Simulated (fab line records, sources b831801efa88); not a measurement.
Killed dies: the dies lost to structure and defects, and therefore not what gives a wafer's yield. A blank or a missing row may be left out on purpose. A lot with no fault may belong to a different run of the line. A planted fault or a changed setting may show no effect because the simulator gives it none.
2 desks, one fault	flow sky130	numbers are kept per desk, each desk with only its own; the story behind them comes last

## METROLOGY DESK
What the gauges read, lot by lot, whatever tool the lot ran on: means of the sampled wafers that have a number. If a lot's mean is further than 4 standard deviations from the usual mean, the lot is out of limits and carries the mark OUT (the distance appears in the brackets).
Columns: A = FIELD_ISO_CVD_03_THK at SKY_FIELD_ISO_THK_MEAS_04, usual 164.7 nm; B = NWELL_2_TW at SKY_NWELL_TW_MEAS_26, usual 498; C = PWDE_RS at SKY_NWELL_RS_MEAS_31, usual 5272 ohm/sq
lot	first seen here	A	B	C
L531	day 1 14:53	163.6	500	5246
L532	day 1 18:29	166.2	496	5254
L533	day 2 01:22	165.9	498	5267
L534	day 2 04:43	165.3	500	5275
L535	day 2 10:08	167.9	495	5264
L536	day 2 14:29	163.3	499	5302
L538	day 3 03:29	164.6	501	5256
L539	day 3 06:28	165.1	495	5281
L544	day 4 07:51	165.9	30 (-99 or more) OUT	5284
L549	day 5 07:53	165.0	502	5268
L551	day 5 18:43	163.5	499	5263
L552	day 5 22:29	164.6	498	5269
L554	day 6 16:56	164.1	490	5264
Finding of this desk: L544 out of limits, first seen on L544 at day 8 12:56 (NWELL_2_TW at SKY_NWELL_TW_MEAS_26). L531, L532, L533, L534, L535, L536, L538, L539, L549, L551, L552, L554: within limits.

## DESK OF THE TOOL OWNER: plasmaAsher-01
The tool's own readings at SKY_NWELL_STRIP_14 (strips in O2/N2): means of the sampled wafers that have a number, for each lot that ran on this tool. If a lot's mean is further than 4 standard deviations from the usual mean, the lot is out of limits and carries the mark OUT (the distance appears in the brackets).
Columns: A = drypumpMotorCurrentA at SKY_NWELL_STRIP_14, usual 5.8 A; B = o2FlowSccm at SKY_NWELL_STRIP_14, usual 3000 sccm; C = oesProductAu at SKY_NWELL_STRIP_14, usual 0.722 a.u.; D = stripTimeToEndpointS at SKY_NWELL_STRIP_14, usual 36.92 s
lot	first seen here	A	B	C	D
L531	day 4 12:49	6.4	2999	0.718	36.88
L535	day 5 13:28	6.3	3006	0.723	36.90
L538	day 6 07:11	6.3	2997	0.723	36.97
L544	day 7 16:55	6.3	2997	0.943 (+47) OUT	-
L551	day 9 17:25	6.3	2998	0.726	36.92
L554	day 10 09:34	6.4	2996	0.723	36.93
This desk's finding: out of limits on L544; first on L544, day 7 16:55 (oesProductAu at SKY_NWELL_STRIP_14). L531, L535, L538, L551, L554: within limits.

## BROUGHT TOGETHER
An alarm could have come from the tool owner's desk at day 7 16:55, on L544.
Metrology desk: alarm possible at day 8 12:56 on L544.
The lots listed all ran SKY_NWELL_STRIP_14 on plasmaAsher-01.

## WHAT WAS PUT IN BY THE SIMULATOR
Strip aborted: plasmaAsher-01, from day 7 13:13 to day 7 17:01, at SKY_NWELL_STRIP_14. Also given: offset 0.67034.
Shown lots that were struck: L544.
Time in hours from fault onset to the first out-of-limits reading at each desk: tool owner's desk 4, metrology desk 24.
